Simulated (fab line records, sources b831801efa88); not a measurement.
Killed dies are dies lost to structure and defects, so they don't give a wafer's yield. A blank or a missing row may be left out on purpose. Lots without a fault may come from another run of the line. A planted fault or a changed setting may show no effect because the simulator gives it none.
A struck lot beside a sound one | flow sky130 | 17 steps out of a route of 708
Sound: wafers L620.1, L620.4, L620.5. Struck: wafers L627.1, L627.2, L627.3. The cause comes at the end.
At each step with rows: each side's tool, then ch and its chambers, then its first start. Under that, the readings that differ: sound wafers | struck wafers | difference of the means | sigmas: that difference in standard deviations of wafers without a fault.
alike: readings whose means differ by less than 2 such deviations, and words and numbers that are the same on both sides. not compared: withheld readings, readings that some wafer has no value for, bounds like >300 that may hide the same value, and numbers for which the record gives no deviation and whose values overlap.
The two part at a step that has a row with sigmas, a row that says differs or no value, or rows on one side only. Numbers that don't overlap but have no deviation are shown without sigmas and don't part them. A reading that every wafer of one side lacks parts them only if that side has two wafers or more.

first, 1 step without rows for these wafers: SKY_VT_ADJUST_NCORE_IMPLANT_09.
SKY_VT_ADJUST_NCORE_STRIP_10: strips in O2/N2.
  sound on plasma_asher-02 ch 0, day 10 20:47; struck on plasma_asher-02 ch 0,1, day 13 12:38
  alike: drypump_motor_current_A, oes_product_au, strip_time_to_endpoint_s
  not compared: rf_hours_counter_h
SKY_VT_ADJUST_NCORE_TW_MEAS_11:
  sound on film_metro-01, day 10 20:53; struck on film_metro-04, day 13 12:44
  alike: VT_ADJUST_NCORE_TW
then, 7 steps without rows for these wafers: SKY_VT_ADJUST_HVTR_DEHYDRATE_00 (time 60 s); SKY_VT_ADJUST_HVTR_HMDS_01 (prime time 60 s); SKY_VT_ADJUST_HVTR_COAT_02 (resist thk 1140 nm); SKY_VT_ADJUST_HVTR_SOFTBAKE_03 (time 60 s); SKY_VT_ADJUST_HVTR_EXPOSE_04 (exposes mask HVTRM, target cd 380 nm); SKY_VT_ADJUST_HVTR_PEB_05; SKY_VT_ADJUST_HVTR_DEVELOP_06 (develop time 60 s).
SKY_VT_ADJUST_HVTR_CD_MEAS_07: target cd 380 nm.
  sound on cd_sem-01, day 11 20:35; struck on cd_sem-01, day 14 14:41
  alike: cd_nm
SKY_VT_ADJUST_HVTR_OVL_MEAS_08:
  sound on overlay-01, day 11 20:43; struck on overlay-01, day 14 14:49
  alike: VT_ADJUST_HVTR_OVL
SKY_VT_ADJUST_HVTR_IMPLANT_09:
  sound on implanter-01 ch 0, day 11 20:44; struck on implanter-01 ch 0, day 14 14:50
  reading            | sound             | struck            | difference | sigmas
  beam_on_s (s)      | 10.00 9.82 10.01  | 8.39 8.53 8.17    | -1.58      | -8
  faraday_current_uA | 11.79 12.02 11.77 | 14.05 13.85 14.51 | +2.28      | +10
  alike: dose_ions_cm2
SKY_VT_ADJUST_HVTR_STRIP_10: strips in O2/N2.
  sound on plasma_asher-02 ch 0,1, day 11 20:53; struck on plasma_asher-03 ch 0,1, day 14 14:59
  alike: drypump_motor_current_A, oes_product_au, strip_time_to_endpoint_s
  not compared: rf_hours_counter_h
SKY_VT_ADJUST_HVTR_TW_MEAS_11:
  sound on film_metro-01, day 11 20:59; struck on film_metro-02, day 14 15:05
  reading           | sound             | struck            | difference | sigmas
  VT_ADJUST_HVTR_TW | 210.3 210.2 210.9 | 202.5 200.3 201.5 | -9.0       | -8
then, 1 step without rows for these wafers: SKY_VT_ADJUST_PCH_DEHYDRATE_00 (time 60 s).
-- the record jumps here: 35 days lie between the struck wafers' starts before and after (it left off in module VT_ADJUST_PCH and takes up again in module PAD_OPEN, whose first step shown is number 708 of the route) --
SKY_PAD_OPEN_PROBE_99:
  sound on prober-01, day 47 21:23; struck on prober-02, day 49 20:31
  reading                                  | sound                   | struck                  | difference | sigmas
  model.etest.pfet_01v8_mvt.off_log10_a_um | -10.59 -10.68 -10.57    | -10.92 -10.83 -10.92    | -0.28      |
  model.etest.pfet_01v8_mvt.vt_sat_v (V)   | -0.5616 -0.5652 -0.5591 | -0.5886 -0.5842 -0.5904 | -0.0258    |
  model.etest.pfet_01v8_mvt.vt_v (V)       | -0.6518 -0.6554 -0.6502 | -0.6707 -0.6686 -0.6743 | -0.0187    |
  model.etest.pfet_01v8_mvt.vt_long_v (V)  | -0.8618 -0.8691 -0.8623 | -0.8724 -0.8692 -0.8734 | -0.0073    |
  alike: killed_at_M0_to_M3, killed_at_M4_up, killed_at_contacts, killed_at_front_end, killed_at_other, killed_dies, killed_open, killed_short
  not compared: model.etest.pfet_01v8_mvt.drive_ua_um

WHERE THEY PART
First at SKY_VT_ADJUST_HVTR_IMPLANT_09; last, within this record, at SKY_VT_ADJUST_HVTR_TW_MEAS_11. Later steps at which nothing parts them and some readings are alike: SKY_PAD_OPEN_PROBE_99.

WHY: what the simulator had put in
Process parameter drift: implanter-01, from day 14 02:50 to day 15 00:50, at SKY_VT_ADJUST_HVTR_IMPLANT_09. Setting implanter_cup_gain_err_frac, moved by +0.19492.
